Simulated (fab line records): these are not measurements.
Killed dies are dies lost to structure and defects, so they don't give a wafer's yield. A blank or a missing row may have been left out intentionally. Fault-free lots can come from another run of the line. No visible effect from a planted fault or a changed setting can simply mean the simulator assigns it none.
Matching of chambers + flow sky130 + 4 sister chambers for SKY_VIA3_ETCH_15 on rie-diel-03
The step etches SiO2 in C4F8/O2/Ar, stops on TiN, target depth 507 nm, time 78 s. 4 wafers are shown with their chamber, then 8 later ones without.

WAFERS, EACH WITH ITS CHAMBER
| wafer  | chamber | oes-product-au (a.u.) |
|--------|---------|-----------------------|
| L084.1 | 1       | 0.951                 |
| L088.1 | 0       | 0.956                 |
| L088.6 | 3       | 0.950                 |
| L090.2 | 2       | 0.945                 |

WAFERS WITHOUT THEIR CHAMBER
| wafer  | oes-product-au (a.u.) |
|--------|-----------------------|
| L090.3 | 0.941                 |
| L090.5 | 0.948                 |
| L093.3 | 0.953                 |
| L093.4 | 0.949                 |
| L093.6 | 0.934                 |
| L097.2 | 0.956                 |
| L097.3 | 0.957                 |
| L097.5 | 0.948                 |

EACH ONE'S CHAMBER
| wafer  | from the rows above               | in truth |
|--------|-----------------------------------|----------|
| L090.3 | can't be placed: 2 or 3 or 1      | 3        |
| L090.5 | can't be placed: 3 or 1 or 2 or 0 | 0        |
| L093.3 | can't be placed: 1 or 0 or 3 or 2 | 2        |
| L093.4 | can't be placed: 3 or 1 or 2 or 0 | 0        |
| L093.6 | can't be placed: 2 or 3 or 1      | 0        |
| L097.2 | can't be placed: 0 or 1 or 3      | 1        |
| L097.3 | can't be placed: 0 or 1 or 3      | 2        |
| L097.5 | can't be placed: 3 or 1 or 2 or 0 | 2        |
Correctly placed: 0 of 8. Can't be placed from these rows: 8 (the true chamber is among the candidates in 6). Placed wrongly: 0.
How it was worked out, from the rows above alone: a wafer's distance from a chamber is the root of the sum, over the readings, of the square of ((its reading less the chamber's mean) divided by the reading's scatter). If the next closest chamber is less than 2 further off than the closest, the wafer can't be placed; otherwise it belongs to the closest. A chamber's mean is the mean of its shown wafers. The scatter: root of mean squared gap, hidden wafer to nearest shown wafer, with one shown wafer a chamber.
